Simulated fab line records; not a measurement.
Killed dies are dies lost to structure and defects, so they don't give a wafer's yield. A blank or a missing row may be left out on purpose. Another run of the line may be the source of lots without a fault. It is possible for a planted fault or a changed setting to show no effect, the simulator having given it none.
What tool caused it? -- flow gf180mcu -- 12 lots, 36 wafers sampled, at 3 steps of a route of 602

== WHAT THE GAUGES SHOWED, per wafer ==
GF_V3_RS_MEAS_24: a four-point-probe measurement. Usual: V3_W_RS 0.328 ohm/sq, standard deviation 0.0037.
lot,measured,on,V3_W_RS (ohm/sq),flag
L398,day 22 14:14,film metro-04,0.325 0.328 0.329,
L399,day 22 15:42,film metro-03,0.327 0.331 0.328,
L400,day 23 09:42,film metro-04,0.326 0.330 0.326,
L403,day 24 05:51,film metro-04,0.330 0.333 0.335,
L406,day 25 03:20,film metro-02,0.330 0.329 0.330,
L408,day 26 02:57,film metro-04,0.327 0.329 0.330,
L411,day 27 02:25,film metro-03,0.325 0.322 0.327,
L415,day 28 02:07,film metro-04,0.328 0.327 0.327,
L417,day 28 14:35,film metro-04,0.331 0.330 0.329,
L418,day 29 03:14,film metro-04,0.328 0.325 0.326,
L420,day 29 12:17,film metro-04,0.329 0.325 0.327,
L421,day 29 22:20,film metro-04,0.327 0.326 0.331,

GF_M4_RS_MEAS_05: a four-point-probe measurement. Usual: M4_ALCU_RS 0.0695 ohm/sq, standard deviation 0.00065.
lot,measured,on,M4_ALCU_RS (ohm/sq),flag
L398,day 22 14:56,film metro-02,0.0692 0.0691 0.0690,
L399,day 22 16:24,film metro-01,0.0687 0.0686 0.0690,
L400,day 23 10:24,film metro-04,0.0704 0.0709 0.0706,
L403,day 24 06:33,film metro-04,0.0696 0.0691 0.0690,
L406,day 25 04:02,film metro-02,0.0706 0.0706 0.0699,
L408,day 26 03:39,film metro-01,0.0690 0.0701 0.0694,
L411,day 27 03:07,film metro-04,0.0701 0.0701 0.0702,
L415,day 28 02:49,film metro-01,0.0688 0.0692 0.0696,
L417,day 28 15:17,film metro-02,0.0687 0.0692 0.0692,
L418,day 29 03:56,film metro-04,0.0689 0.0694 0.0695,
L420,day 29 12:59,film metro-02,0.0693 0.0690 0.0693,
L421,day 29 23:02,film metro-04,0.0691 0.0699 0.0696,

== WHICH TOOL RAN EACH LOT (tool, then ch and the chambers of the sampled wafers, then the start) ==
lot,GF_M3_METAL_ETCH_16
L398,"rie metal-01 ch 0, day 21 12:35"
L399,"rie metal-03 ch 0, day 21 13:37"
L400,"rie metal-02 ch 0,1, day 22 08:07"
L403,"rie metal-02 ch 0,1, day 23 05:14"
L406,"rie metal-02 ch 0,1, day 24 03:08"
L408,"rie metal-03 ch 0,1, day 25 03:50"
L411,"rie metal-02 ch 0,1, day 26 03:21"
L415,"rie metal-01 ch 0,1, day 27 03:46"
L417,"rie metal-01 ch 0, day 27 16:05"
L418,"rie metal-02 ch 0,1, day 28 05:28"
L420,"rie metal-02 ch 0,1, day 28 14:21"
L421,"rie metal-01 ch 0,1, day 29 00:43"
- GF_M3_METAL_ETCH_16: etches the open film in Cl2/BCl3, stops on SiO2, target depth 750.8 nm, time 125.1 s.

== WHAT THE TOOLS THEMSELVES READ (means of the sampled wafers that have a number; where no wafer has one, the mark that the record gives instead) ==
GF_M3_METAL_ETCH_16. Usual: drypump motor current A 5.6 A, standard deviation 0.47; oes product au 0.990 a.u., standard deviation 0.0051; throttle valve pct 28.230 %, standard deviation 0.0088.
lot,tool,drypump motor current A (A),oes product au (a.u.),throttle valve pct (%),flag
L398,rie metal-01,5.8,0.991,28.223,
L399,rie metal-03,5.3,1.000,28.226,
L400,rie metal-02,5.3,0.990,28.228,
L403,rie metal-02,5.3,0.994,28.222,
L406,rie metal-02,5.7,0.988,28.231,
L408,rie metal-03,5.5,0.991,28.233,
L411,rie metal-02,5.7,0.985,28.228,
L415,rie metal-01,5.9,0.993,28.220,
L417,rie metal-01,5.8,0.986,28.231,
L418,rie metal-02,5.3,0.993,28.233,
L420,rie metal-02,5.7,0.990,28.231,
L421,rie metal-01,5.9,0.989,28.232,

== THE ANSWER, worked out from the rows above alone ==
Rule: a lot counts as off when the mean over its wafers that have a number is more than 3 standard deviations away from the usual mean. Also off: a lot with no number at a reading for which 4 or more lots have one. Where the step has rows for the other lots, those lots are counted as sound. First the gauges in route order, then the tools' own readings, where a lot's mean is used as printed above. The first step at which some lot is off is used, and at that step the reading that is off furthest; a lot without a number counts as furthest.
No lot is off on any of the readings shown, so nothing can be concluded from this.

== WHAT THE SIMULATOR HAD INSERTED ==
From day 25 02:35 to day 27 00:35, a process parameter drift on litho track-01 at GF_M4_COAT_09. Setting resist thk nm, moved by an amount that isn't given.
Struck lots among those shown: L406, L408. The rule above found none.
